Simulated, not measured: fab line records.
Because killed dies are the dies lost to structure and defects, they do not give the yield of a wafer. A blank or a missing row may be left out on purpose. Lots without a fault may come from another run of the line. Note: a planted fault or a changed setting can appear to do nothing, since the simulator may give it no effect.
What tool caused it? :: flow sky130 :: 24 lots with 72 wafers sampled at 6 steps, on a route of 708 steps

WHAT THE GAUGES READ, wafer by wafer
SKY_METAL2_CD_MEAS_15: target cd 140 nm. Usual: 139.4 nm for cd-nm, sd 1.3.
lot: L074
measured: day 35 04:26
on: cd-sem-02
cd-nm (nm): 136.9 138.2 138.6
flag: 

lot: L075
measured: day 35 06:19
on: cd-sem-02
cd-nm (nm): 136.3 137.5 136.5
flag: 

lot: L076
measured: day 35 22:20
on: cd-sem-01
cd-nm (nm): 140.4 141.5 141.0
flag: 

lot: L077
measured: day 36 02:29
on: cd-sem-01
cd-nm (nm): 140.5 139.1 141.2
flag: 

lot: L078
measured: day 36 12:03
on: cd-sem-01
cd-nm (nm): 139.7 139.0 139.7
flag: 

lot: L079
measured: day 36 13:57
on: cd-sem-01
cd-nm (nm): 138.2 139.6 140.8
flag: 

lot: L080
measured: day 37 05:23
on: cd-sem-01
cd-nm (nm): 137.7 136.8 138.7
flag: 

lot: L081
measured: day 37 12:48
on: cd-sem-01
cd-nm (nm): 141.1 140.2 140.3
flag: 

lot: L082
measured: day 37 17:23
on: cd-sem-01
cd-nm (nm): 138.4 139.6 138.6
flag: 

lot: L083
measured: day 38 00:47
on: cd-sem-01
cd-nm (nm): 138.9 141.4 139.8
flag: 

lot: L084
measured: day 38 07:38
on: cd-sem-02
cd-nm (nm): 138.0 139.3 137.8
flag: 

lot: L085
measured: day 38 12:51
on: cd-sem-02
cd-nm (nm): 138.7 139.7 138.8
flag: 

lot: L086
measured: day 39 02:19
on: cd-sem-02
cd-nm (nm): 139.8 140.6 139.7
flag: 

lot: L087
measured: day 39 14:31
on: cd-sem-02
cd-nm (nm): 139.3 139.7 139.0
flag: 

lot: L089
measured: day 39 21:47
on: cd-sem-02
cd-nm (nm): 140.8 140.8 142.7
flag: 

lot: L088
measured: day 39 22:27
on: cd-sem-02
cd-nm (nm): 137.9 137.8 138.1
flag: 

lot: L090
measured: day 40 03:41
on: cd-sem-02
cd-nm (nm): 141.0 139.8 140.1
flag: 

lot: L091
measured: day 40 13:17
on: cd-sem-01
cd-nm (nm): 140.4 140.8 141.5
flag: 

lot: L092
measured: day 40 22:18
on: cd-sem-02
cd-nm (nm): 139.1 139.0 138.4
flag: 

lot: L093
measured: day 41 02:07
on: cd-sem-02
cd-nm (nm): 139.5 138.2 139.1
flag: 

lot: L094
measured: day 41 09:02
on: cd-sem-02
cd-nm (nm): 139.1 138.5 139.5
flag: 

lot: L095
measured: day 41 16:14
on: cd-sem-02
cd-nm (nm): 138.9 136.7 138.3
flag: 

lot: L096
measured: day 41 23:33
on: cd-sem-01
cd-nm (nm): 140.2 138.6 140.0
flag: 

lot: L097
measured: day 42 09:08
on: cd-sem-02
cd-nm (nm): 141.9 140.3 139.1
flag: 

SKY_METAL2_OVL_MEAS_16. Usual: METAL2_OVL 2 nm, standard deviation 5.7.
lot: L074
measured: day 35 04:33
on: overlay-01
METAL2_OVL (nm): 10 12 7
flag: 

lot: L075
measured: day 35 06:25
on: overlay-01
METAL2_OVL (nm): 3 -7 1
flag: 

lot: L076
measured: day 35 22:26
on: overlay-01
METAL2_OVL (nm): 6 -2 -1
flag: 

lot: L077
measured: day 36 02:36
on: overlay-02
METAL2_OVL (nm): 3 -3 -3
flag: 

lot: L078
measured: day 36 12:10
on: overlay-01
METAL2_OVL (nm): 9 1 9
flag: 

lot: L079
measured: day 36 14:04
on: overlay-01
METAL2_OVL (nm): 2 9 13
flag: 

lot: L080
measured: day 37 05:30
on: overlay-01
METAL2_OVL (nm): 4 8 9
flag: 

lot: L081
measured: day 37 12:55
on: overlay-01
METAL2_OVL (nm): -3 -3 -3
flag: 

lot: L082
measured: day 37 17:30
on: overlay-01
METAL2_OVL (nm): 4 6 11
flag: 

lot: L083
measured: day 38 00:55
on: overlay-02
METAL2_OVL (nm): -8 4 -4
flag: 

lot: L084
measured: day 38 07:46
on: overlay-02
METAL2_OVL (nm): 3 2 11
flag: 

lot: L085
measured: day 38 12:58
on: overlay-01
METAL2_OVL (nm): -4 -1 5
flag: 

lot: L086
measured: day 39 02:26
on: overlay-02
METAL2_OVL (nm): 4 -3 3
flag: 

lot: L087
measured: day 39 14:38
on: overlay-01
METAL2_OVL (nm): 2 0 -3
flag: 

lot: L089
measured: day 39 21:55
on: overlay-02
METAL2_OVL (nm): -4 -5 0
flag: 

lot: L088
measured: day 39 22:34
on: overlay-02
METAL2_OVL (nm): 6 3 -3
flag: 

lot: L090
measured: day 40 03:49
on: overlay-01
METAL2_OVL (nm): 0 0 -2
flag: 

lot: L091
measured: day 40 13:24
on: overlay-02
METAL2_OVL (nm): -10 1 -3
flag: 

lot: L092
measured: day 40 22:25
on: overlay-01
METAL2_OVL (nm): 7 11 9
flag: 

lot: L093
measured: day 41 02:13
on: overlay-02
METAL2_OVL (nm): 4 -4 5
flag: 

lot: L094
measured: day 41 09:09
on: overlay-02
METAL2_OVL (nm): 3 3 -3
flag: 

lot: L095
measured: day 41 16:19
on: overlay-02
METAL2_OVL (nm): 5 0 1
flag: 

lot: L096
measured: day 41 23:40
on: overlay-01
METAL2_OVL (nm): -6 -1 -5
flag: 

lot: L097
measured: day 42 09:15
on: overlay-02
METAL2_OVL (nm): 0 -6 4
flag: 

SKY_VIA4_RS_MEAS_19: uses a four-point probe to measure. Usual: VIA4_W_RS 0.226 ohm/sq, standard deviation 0.0038.
lot: L074
measured: day 42 21:10
on: film-metro-02
VIA4_W_RS (ohm/sq): 0.224 0.226 0.229
flag: 

lot: L075
measured: day 42 22:53
on: film-metro-01
VIA4_W_RS (ohm/sq): 0.223 0.227 0.222
flag: 

lot: L076
measured: day 43 13:39
on: film-metro-02
VIA4_W_RS (ohm/sq): 0.228 0.223 0.225
flag: 

lot: L077
measured: day 43 16:11
on: film-metro-01
VIA4_W_RS (ohm/sq): 0.217 0.221 0.221
flag: 

lot: L078
measured: day 44 00:55
on: film-metro-01
VIA4_W_RS (ohm/sq): 0.228 0.224 0.222
flag: 

lot: L079
measured: day 44 01:20
on: film-metro-01
VIA4_W_RS (ohm/sq): 0.228 0.231 0.230
flag: 

lot: L080
measured: day 44 15:55
on: film-metro-02
VIA4_W_RS (ohm/sq): 0.220 0.224 0.226
flag: 

lot: L081
measured: day 44 22:44
on: film-metro-01
VIA4_W_RS (ohm/sq): 0.217 0.225 0.225
flag: 

lot: L082
measured: day 45 02:43
on: film-metro-01
VIA4_W_RS (ohm/sq): 0.226 0.227 0.226
flag: 

lot: L083
measured: day 45 09:00
on: film-metro-04
VIA4_W_RS (ohm/sq): 0.224 0.218 0.224
flag: 

lot: L084
measured: day 45 15:07
on: film-metro-01
VIA4_W_RS (ohm/sq): 0.223 0.231 0.223
flag: 

lot: L085
measured: day 45 17:56
on: film-metro-01
VIA4_W_RS (ohm/sq): 0.227 0.229 0.230
flag: 

lot: L086
measured: day 46 06:29
on: film-metro-02
VIA4_W_RS (ohm/sq): 0.226 0.229 0.233
flag: 

lot: L087
measured: day 46 18:56
on: film-metro-04
VIA4_W_RS (ohm/sq): 0.229 0.231 0.225
flag: 

lot: L089
measured: day 46 22:48
on: film-metro-04
VIA4_W_RS (ohm/sq): 0.226 0.231 0.226
flag: 

lot: L088
measured: day 46 23:20
on: film-metro-02
VIA4_W_RS (ohm/sq): 0.221 0.230 0.221
flag: 

lot: L090
measured: day 47 02:01
on: film-metro-01
VIA4_W_RS (ohm/sq): 0.219 0.219 0.226
flag: 

lot: L091
measured: day 47 11:10
on: film-metro-04
VIA4_W_RS (ohm/sq): 0.228 0.224 0.226
flag: 

lot: L092
measured: day 47 19:22
on: film-metro-04
VIA4_W_RS (ohm/sq): 0.218 0.225 0.223
flag: 

lot: L093
measured: day 47 20:49
on: film-metro-04
VIA4_W_RS (ohm/sq): 0.222 0.217 0.224
flag: 

lot: L094
measured: day 48 02:48
on: film-metro-02
VIA4_W_RS (ohm/sq): 0.230 0.226 0.227
flag: 

lot: L095
measured: day 48 09:53
on: film-metro-02
VIA4_W_RS (ohm/sq): 0.232 0.227 0.232
flag: 

lot: L096
measured: day 48 16:07
on: film-metro-04
VIA4_W_RS (ohm/sq): 0.228 0.227 0.230
flag: 

lot: L097
measured: day 48 22:23
on: film-metro-01
VIA4_W_RS (ohm/sq): 0.232 0.232 0.230
flag: 

TOOL THAT RAN EACH LOT (tool first, then ch and the chambers of the sampled wafers, then the start)
lot: L074
SKY_METAL2_SPUTTER_04: pvd-sputter-02, day 34 01:30
SKY_CAPM_STRIP_14: plasma-asher-04 ch 0,1, day 37 11:46
SKY_METAL4_SPUTTER_01: pvd-sputter-01, day 39 18:09

lot: L075
SKY_METAL2_SPUTTER_04: pvd-sputter-02, day 34 03:37
SKY_CAPM_STRIP_14: plasma-asher-04 ch 0,1, day 37 14:09
SKY_METAL4_SPUTTER_01: pvd-sputter-03, day 39 19:23

lot: L076
SKY_METAL2_SPUTTER_04: pvd-sputter-04, day 34 20:19
SKY_CAPM_STRIP_14: plasma-asher-03 ch 0,1, day 38 05:23
SKY_METAL4_SPUTTER_01: pvd-sputter-01, day 40 12:43

lot: L077
SKY_METAL2_SPUTTER_04: pvd-sputter-04, day 35 00:32
SKY_CAPM_STRIP_14: plasma-asher-04 ch 0,1, day 38 09:21
SKY_METAL4_SPUTTER_01: pvd-sputter-01, day 40 15:10

lot: L078
SKY_METAL2_SPUTTER_04: pvd-sputter-03, day 35 10:05
SKY_CAPM_STRIP_14: plasma-asher-03 ch 0,1, day 38 19:17
SKY_METAL4_SPUTTER_01: pvd-sputter-03, day 40 23:40

lot: L079
SKY_METAL2_SPUTTER_04: pvd-sputter-04, day 35 12:22
SKY_CAPM_STRIP_14: plasma-asher-02 ch 0,1, day 38 20:42
SKY_METAL4_SPUTTER_01: pvd-sputter-02, day 41 00:55

lot: L080
SKY_METAL2_SPUTTER_04: pvd-sputter-03, day 36 03:13
SKY_CAPM_STRIP_14: plasma-asher-04 ch 0,1, day 39 11:32
SKY_METAL4_SPUTTER_01: pvd-sputter-02, day 41 16:16

lot: L081
SKY_METAL2_SPUTTER_04: pvd-sputter-03, day 36 10:39
SKY_CAPM_STRIP_14: plasma-asher-03 ch 0,1, day 39 18:52
SKY_METAL4_SPUTTER_01: pvd-sputter-01, day 41 22:41

lot: L082
SKY_METAL2_SPUTTER_04: pvd-sputter-02, day 36 15:06
SKY_CAPM_STRIP_14: plasma-asher-03 ch 0,1, day 39 23:15
SKY_METAL4_SPUTTER_01: pvd-sputter-03, day 42 02:22

lot: L083
SKY_METAL2_SPUTTER_04: pvd-sputter-04, day 36 22:56
SKY_CAPM_STRIP_14: plasma-asher-03 ch 0,1, day 40 06:12
SKY_METAL4_SPUTTER_01: pvd-sputter-01, day 42 10:29

lot: L084
SKY_METAL2_SPUTTER_04: pvd-sputter-04, day 37 06:04
SKY_CAPM_STRIP_14: plasma-asher-04 ch 0,1, day 40 12:07
SKY_METAL4_SPUTTER_01: pvd-sputter-02, day 42 14:43

lot: L085
SKY_METAL2_SPUTTER_04: pvd-sputter-03, day 37 11:13
SKY_CAPM_STRIP_14: plasma-asher-02 ch 0,1, day 40 17:33
SKY_METAL4_SPUTTER_01: pvd-sputter-03, day 42 20:26

lot: L086
SKY_METAL2_SPUTTER_04: pvd-sputter-04, day 38 00:38
SKY_CAPM_STRIP_14: plasma-asher-02 ch 1, day 41 06:46
SKY_METAL4_SPUTTER_01: pvd-sputter-03, day 43 10:13

lot: L087
SKY_METAL2_SPUTTER_04: pvd-sputter-02, day 38 13:42
SKY_CAPM_STRIP_14: plasma-asher-02 ch 0,1, day 41 18:55
SKY_METAL4_SPUTTER_01: pvd-sputter-01, day 43 21:26

lot: L089
SKY_METAL2_SPUTTER_04: pvd-sputter-04, day 38 21:08
SKY_CAPM_STRIP_14: plasma-asher-04 ch 0,1, day 42 00:58
SKY_METAL4_SPUTTER_01: pvd-sputter-01, day 44 03:22

lot: L088
SKY_METAL2_SPUTTER_04: pvd-sputter-02, day 38 21:22
SKY_CAPM_STRIP_14: plasma-asher-02 ch 0,1, day 42 01:12
SKY_METAL4_SPUTTER_01: pvd-sputter-03, day 44 03:51

lot: L090
SKY_METAL2_SPUTTER_04: pvd-sputter-02, day 39 02:44
SKY_CAPM_STRIP_14: plasma-asher-04 ch 0,1, day 42 05:45
SKY_METAL4_SPUTTER_01: pvd-sputter-02, day 44 07:18

lot: L091
SKY_METAL2_SPUTTER_04: pvd-sputter-03, day 39 12:14
SKY_CAPM_STRIP_14: plasma-asher-02 ch 0,1, day 42 15:39
SKY_METAL4_SPUTTER_01: pvd-sputter-02, day 44 17:47

lot: L092
SKY_METAL2_SPUTTER_04: pvd-sputter-04, day 39 21:28
SKY_CAPM_STRIP_14: plasma-asher-02 ch 0, day 43 01:09
SKY_METAL4_SPUTTER_01: pvd-sputter-03, day 45 02:19

lot: L093
SKY_METAL2_SPUTTER_04: pvd-sputter-02, day 40 01:51
SKY_CAPM_STRIP_14: plasma-asher-03 ch 0,1, day 43 04:25
SKY_METAL4_SPUTTER_01: pvd-sputter-02, day 45 04:55

lot: L094
SKY_METAL2_SPUTTER_04: pvd-sputter-04, day 40 08:32
SKY_CAPM_STRIP_14: plasma-asher-03 ch 0,1, day 43 10:49
SKY_METAL4_SPUTTER_01: pvd-sputter-03, day 45 10:52

lot: L095
SKY_METAL2_SPUTTER_04: pvd-sputter-02, day 40 16:06
SKY_CAPM_STRIP_14: plasma-asher-02 ch 0,1, day 43 18:10
SKY_METAL4_SPUTTER_01: pvd-sputter-01, day 45 17:53

lot: L096
SKY_METAL2_SPUTTER_04: pvd-sputter-02, day 40 23:26
SKY_CAPM_STRIP_14: plasma-asher-04 ch 0,1, day 44 00:56
SKY_METAL4_SPUTTER_01: pvd-sputter-02, day 46 00:26

lot: L097
SKY_METAL2_SPUTTER_04: pvd-sputter-03, day 41 09:34
SKY_CAPM_STRIP_14: plasma-asher-04 ch 0,1, day 44 10:07
SKY_METAL4_SPUTTER_01: pvd-sputter-01, day 46 08:26
- SKY_METAL2_SPUTTER_04: material TiN, target thk 70 nm, time 58.3 s.
- SKY_CAPM_STRIP_14: strips in O2/N2.
- SKY_METAL4_SPUTTER_01: material TiN, target thk 20 nm, time 16.7 s.

WHAT THE TOOLS THEMSELVES READ (means of the sampled wafers that have a number; where no wafer has one, the mark that the record gives instead)
SKY_METAL2_SPUTTER_04. Usual: chamber-pressure-pa 0.4001 Pa, standard deviation 0.00084; throttle-valve-pct 29.8 %, standard deviation 1.2.
lot: L074
tool: pvd-sputter-02
chamber-pressure-pa (Pa): 0.4004
throttle-valve-pct (%): 31.1
flag: 

lot: L075
tool: pvd-sputter-02
chamber-pressure-pa (Pa): 0.3999
throttle-valve-pct (%): 29.1
flag: 

lot: L076
tool: pvd-sputter-04
chamber-pressure-pa (Pa): 0.4003
throttle-valve-pct (%): 29.8
flag: 

lot: L077
tool: pvd-sputter-04
chamber-pressure-pa (Pa): 0.4005
throttle-valve-pct (%): 30.0
flag: 

lot: L078
tool: pvd-sputter-03
chamber-pressure-pa (Pa): 0.4004
throttle-valve-pct (%): 29.8
flag: 

lot: L079
tool: pvd-sputter-04
chamber-pressure-pa (Pa): 0.3999
throttle-valve-pct (%): 29.4
flag: 

lot: L080
tool: pvd-sputter-03
chamber-pressure-pa (Pa): 0.4001
throttle-valve-pct (%): 29.8
flag: 

lot: L081
tool: pvd-sputter-03
chamber-pressure-pa (Pa): 0.4003
throttle-valve-pct (%): 29.7
flag: 

lot: L082
tool: pvd-sputter-02
chamber-pressure-pa (Pa): 0.4002
throttle-valve-pct (%): 28.0
flag: 

lot: L083
tool: pvd-sputter-04
chamber-pressure-pa (Pa): 0.4004
throttle-valve-pct (%): 30.4
flag: 

lot: L084
tool: pvd-sputter-04
chamber-pressure-pa (Pa): 0.3993
throttle-valve-pct (%): 30.2
flag: 

lot: L085
tool: pvd-sputter-03
chamber-pressure-pa (Pa): 0.3994
throttle-valve-pct (%): 29.5
flag: 

lot: L086
tool: pvd-sputter-04
chamber-pressure-pa (Pa): 0.4000
throttle-valve-pct (%): 30.9
flag: 

lot: L087
tool: pvd-sputter-02
chamber-pressure-pa (Pa): 0.3992
throttle-valve-pct (%): 29.1
flag: 

lot: L089
tool: pvd-sputter-04
chamber-pressure-pa (Pa): 0.4015
throttle-valve-pct (%): 30.8
flag: 

lot: L088
tool: pvd-sputter-02
chamber-pressure-pa (Pa): 0.4008
throttle-valve-pct (%): 28.7
flag: 

lot: L090
tool: pvd-sputter-02
chamber-pressure-pa (Pa): 0.4004
throttle-valve-pct (%): 28.6
flag: 

lot: L091
tool: pvd-sputter-03
chamber-pressure-pa (Pa): 0.3993
throttle-valve-pct (%): 29.5
flag: 

lot: L092
tool: pvd-sputter-04
chamber-pressure-pa (Pa): 0.3995
throttle-valve-pct (%): 29.9
flag: 

lot: L093
tool: pvd-sputter-02
chamber-pressure-pa (Pa): 0.4008
throttle-valve-pct (%): 29.4
flag: 

lot: L094
tool: pvd-sputter-04
chamber-pressure-pa (Pa): 0.4004
throttle-valve-pct (%): 30.8
flag: 

lot: L095
tool: pvd-sputter-02
chamber-pressure-pa (Pa): 0.4002
throttle-valve-pct (%): 29.4
flag: 

lot: L096
tool: pvd-sputter-02
chamber-pressure-pa (Pa): 0.4015
throttle-valve-pct (%): 28.5
flag: 

lot: L097
tool: pvd-sputter-03
chamber-pressure-pa (Pa): 0.3997
throttle-valve-pct (%): 29.6
flag: 

SKY_CAPM_STRIP_14. Usual: drypump-motor-current-A 5.7 A, standard deviation 0.49; oes-product-au 0.710 a.u., standard deviation 0.0042; strip-time-to-endpoint-s 12.65 s, standard deviation 0.044.
lot: L074
tool: plasma-asher-04
drypump-motor-current-A (A): 5.1
oes-product-au (a.u.): 0.711
strip-time-to-endpoint-s (s): 12.67
flag: 

lot: L075
tool: plasma-asher-04
drypump-motor-current-A (A): 5.1
oes-product-au (a.u.): 0.709
strip-time-to-endpoint-s (s): 12.63
flag: 

lot: L076
tool: plasma-asher-03
drypump-motor-current-A (A): 6.1
oes-product-au (a.u.): 0.708
strip-time-to-endpoint-s (s): 12.61
flag: 

lot: L077
tool: plasma-asher-04
drypump-motor-current-A (A): 5.2
oes-product-au (a.u.): 0.713
strip-time-to-endpoint-s (s): 12.67
flag: 

lot: L078
tool: plasma-asher-03
drypump-motor-current-A (A): 6.1
oes-product-au (a.u.): 0.711
strip-time-to-endpoint-s (s): 12.71
flag: 

lot: L079
tool: plasma-asher-02
drypump-motor-current-A (A): 6.0
oes-product-au (a.u.): 0.709
strip-time-to-endpoint-s (s): 12.67
flag: 

lot: L080
tool: plasma-asher-04
drypump-motor-current-A (A): 5.1
oes-product-au (a.u.): 0.707
strip-time-to-endpoint-s (s): 12.63
flag: 

lot: L081
tool: plasma-asher-03
drypump-motor-current-A (A): 6.3
oes-product-au (a.u.): 0.706
strip-time-to-endpoint-s (s): 12.57
flag: 

lot: L082
tool: plasma-asher-03
drypump-motor-current-A (A): 6.1
oes-product-au (a.u.): 0.713
strip-time-to-endpoint-s (s): 12.65
flag: 

lot: L083
tool: plasma-asher-03
drypump-motor-current-A (A): 6.1
oes-product-au (a.u.): 0.710
strip-time-to-endpoint-s (s): 12.66
flag: 

lot: L084
tool: plasma-asher-04
drypump-motor-current-A (A): 5.1
oes-product-au (a.u.): 0.709
strip-time-to-endpoint-s (s): 12.64
flag: 

lot: L085
tool: plasma-asher-02
drypump-motor-current-A (A): 5.9
oes-product-au (a.u.): 0.714
strip-time-to-endpoint-s (s): 12.61
flag: 

lot: L086
tool: plasma-asher-02
drypump-motor-current-A (A): 6.0
oes-product-au (a.u.): 0.714
strip-time-to-endpoint-s (s): 12.65
flag: 

lot: L087
tool: plasma-asher-02
drypump-motor-current-A (A): 6.0
oes-product-au (a.u.): 0.707
strip-time-to-endpoint-s (s): 12.67
flag: 

lot: L089
tool: plasma-asher-04
drypump-motor-current-A (A): 5.2
oes-product-au (a.u.): 0.709
strip-time-to-endpoint-s (s): 12.68
flag: 

lot: L088
tool: plasma-asher-02
drypump-motor-current-A (A): 6.0
oes-product-au (a.u.): 0.710
strip-time-to-endpoint-s (s): 12.63
flag: 

lot: L090
tool: plasma-asher-04
drypump-motor-current-A (A): 5.2
oes-product-au (a.u.): 0.706
strip-time-to-endpoint-s (s): 12.66
flag: 

lot: L091
tool: plasma-asher-02
drypump-motor-current-A (A): 6.0
oes-product-au (a.u.): 0.709
strip-time-to-endpoint-s (s): 12.61
flag: 

lot: L092
tool: plasma-asher-02
drypump-motor-current-A (A): 6.0
oes-product-au (a.u.): 0.710
strip-time-to-endpoint-s (s): 12.69
flag: 

lot: L093
tool: plasma-asher-03
drypump-motor-current-A (A): 6.3
oes-product-au (a.u.): 0.711
strip-time-to-endpoint-s (s): 12.60
flag: 

lot: L094
tool: plasma-asher-03
drypump-motor-current-A (A): 6.3
oes-product-au (a.u.): 0.713
strip-time-to-endpoint-s (s): 12.70
flag: 

lot: L095
tool: plasma-asher-02
drypump-motor-current-A (A): 6.0
oes-product-au (a.u.): 0.714
strip-time-to-endpoint-s (s): 12.61
flag: 

lot: L096
tool: plasma-asher-04
drypump-motor-current-A (A): 5.2
oes-product-au (a.u.): 0.712
strip-time-to-endpoint-s (s): 12.65
flag: 

lot: L097
tool: plasma-asher-04
drypump-motor-current-A (A): 5.1
oes-product-au (a.u.): 0.709
strip-time-to-endpoint-s (s): 12.58
flag: 

SKY_METAL4_SPUTTER_01. Usual: chamber-pressure-pa 0.3999 Pa, standard deviation 0.00081; throttle-valve-pct 29.7 %, standard deviation 1.2.
lot: L074
tool: pvd-sputter-01
chamber-pressure-pa (Pa): 0.3992
throttle-valve-pct (%): 30.5
flag: 

lot: L075
tool: pvd-sputter-03
chamber-pressure-pa (Pa): 0.4000
throttle-valve-pct (%): 29.7
flag: 

lot: L076
tool: pvd-sputter-01
chamber-pressure-pa (Pa): 0.3992
throttle-valve-pct (%): 29.8
flag: 

lot: L077
tool: pvd-sputter-01
chamber-pressure-pa (Pa): 0.3995
throttle-valve-pct (%): 29.2
flag: 

lot: L078
tool: pvd-sputter-03
chamber-pressure-pa (Pa): 0.4002
throttle-valve-pct (%): 29.7
flag: 

lot: L079
tool: pvd-sputter-02
chamber-pressure-pa (Pa): 0.3996
throttle-valve-pct (%): 29.2
flag: 

lot: L080
tool: pvd-sputter-02
chamber-pressure-pa (Pa): 0.4008
throttle-valve-pct (%): 29.2
flag: 

lot: L081
tool: pvd-sputter-01
chamber-pressure-pa (Pa): 0.4005
throttle-valve-pct (%): 30.5
flag: 

lot: L082
tool: pvd-sputter-03
chamber-pressure-pa (Pa): 0.3995
throttle-valve-pct (%): 29.8
flag: 

lot: L083
tool: pvd-sputter-01
chamber-pressure-pa (Pa): 0.4001
throttle-valve-pct (%): 29.3
flag: 

lot: L084
tool: pvd-sputter-02
chamber-pressure-pa (Pa): 0.3997
throttle-valve-pct (%): 29.7
flag: 

lot: L085
tool: pvd-sputter-03
chamber-pressure-pa (Pa): 0.3998
throttle-valve-pct (%): 29.7
flag: 

lot: L086
tool: pvd-sputter-03
chamber-pressure-pa (Pa): 0.3993
throttle-valve-pct (%): 29.6
flag: 

lot: L087
tool: pvd-sputter-01
chamber-pressure-pa (Pa): 0.3999
throttle-valve-pct (%): 30.6
flag: 

lot: L089
tool: pvd-sputter-01
chamber-pressure-pa (Pa): 0.3990
throttle-valve-pct (%): 30.5
flag: 

lot: L088
tool: pvd-sputter-03
chamber-pressure-pa (Pa): 0.3999
throttle-valve-pct (%): 29.8
flag: 

lot: L090
tool: pvd-sputter-02
chamber-pressure-pa (Pa): 0.3999
throttle-valve-pct (%): 28.6
flag: 

lot: L091
tool: pvd-sputter-02
chamber-pressure-pa (Pa): 0.3994
throttle-valve-pct (%): 29.3
flag: 

lot: L092
tool: pvd-sputter-03
chamber-pressure-pa (Pa): 0.3994
throttle-valve-pct (%): 29.7
flag: 

lot: L093
tool: pvd-sputter-02
chamber-pressure-pa (Pa): 0.3997
throttle-valve-pct (%): 30.3
flag: 

lot: L094
tool: pvd-sputter-03
chamber-pressure-pa (Pa): 0.4002
throttle-valve-pct (%): 29.7
flag: 

lot: L095
tool: pvd-sputter-01
chamber-pressure-pa (Pa): 0.4005
throttle-valve-pct (%): 29.3
flag: 

lot: L096
tool: pvd-sputter-02
chamber-pressure-pa (Pa): 0.3995
throttle-valve-pct (%): 30.4
flag: 

lot: L097
tool: pvd-sputter-01
chamber-pressure-pa (Pa): 0.3995
throttle-valve-pct (%): 29.5
flag: 

THE ANSWER, worked out from the rows above alone
Rule: a lot is off if the mean of its wafers that have a number lies more than 3 standard deviations from the usual mean. A lot without any number at a reading at which 4 lots or more have one is off too. The other lots that the step has rows for count as sound. First the gauges in route order, then the tools' own readings, where a lot's mean is used as printed above. At the first step where some lot is off, the reading lying furthest off is the one used; lots without a number count as furthest.
No lot is off on any of the readings shown, so nothing can be concluded from this.

WHAT THE SIMULATOR HAD INSERTED
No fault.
